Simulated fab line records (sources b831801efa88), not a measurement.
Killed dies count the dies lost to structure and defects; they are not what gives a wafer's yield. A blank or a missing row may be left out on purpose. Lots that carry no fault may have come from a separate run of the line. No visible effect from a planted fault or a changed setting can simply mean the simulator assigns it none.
Chamber matching    flow sky130    SKY_VIA4_ETCH_12 on rie diel-03 has 4 sister chambers
The step etches SiO2 in C4F8/O2/Ar, stops on TiN, target depth 580 nm. 4 wafers are shown with their chamber, then 9 later ones without.

WAFERS WITH THEIR CHAMBER
wafer   chamber  oes product au (a.u.)
L080.6  1        0.932
L084.6  2        0.922
L087.3  3        0.926
L087.6  0        0.925

WAFERS WITHOUT THEIR CHAMBER
wafer   oes product au (a.u.)
L090.1  0.919
L090.3  0.927
L090.5  0.921
L092.1  0.929
L092.4  0.919
L092.6  0.936
L096.1  0.924
L096.2  0.932
L096.6  0.921

EACH ONE'S CHAMBER
wafer   from the rows above                in truth
L090.1  can't be placed: 2 or 0 or 3       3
L090.3  can't be placed: 3 or 0 or 1 or 2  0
L090.5  can't be placed: 2 or 0 or 3       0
L092.1  can't be placed: 1 or 3 or 0 or 2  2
L092.4  can't be placed: 2 or 0 or 3       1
L092.6  1                                  1
L096.1  can't be placed: 0 or 2 or 3       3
L096.2  1                                  1
L096.6  can't be placed: 2 or 0 or 3       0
2 of 9 placed correctly. Not placeable from these rows: 7 (in 6, the candidates include the true chamber). 0 placed wrongly.
How it was worked out, from the rows above alone: a wafer's distance from a chamber is the root of the sum, over the readings, of the square of ((its reading less the chamber's mean) divided by the reading's scatter). The wafer belongs to the nearest chamber; if the next one is less than 2 further off, it can't be placed. A chamber's mean is the mean of its shown wafers. The scatter: root of mean squared gap, hidden wafer to nearest shown wafer, with one shown wafer a chamber.
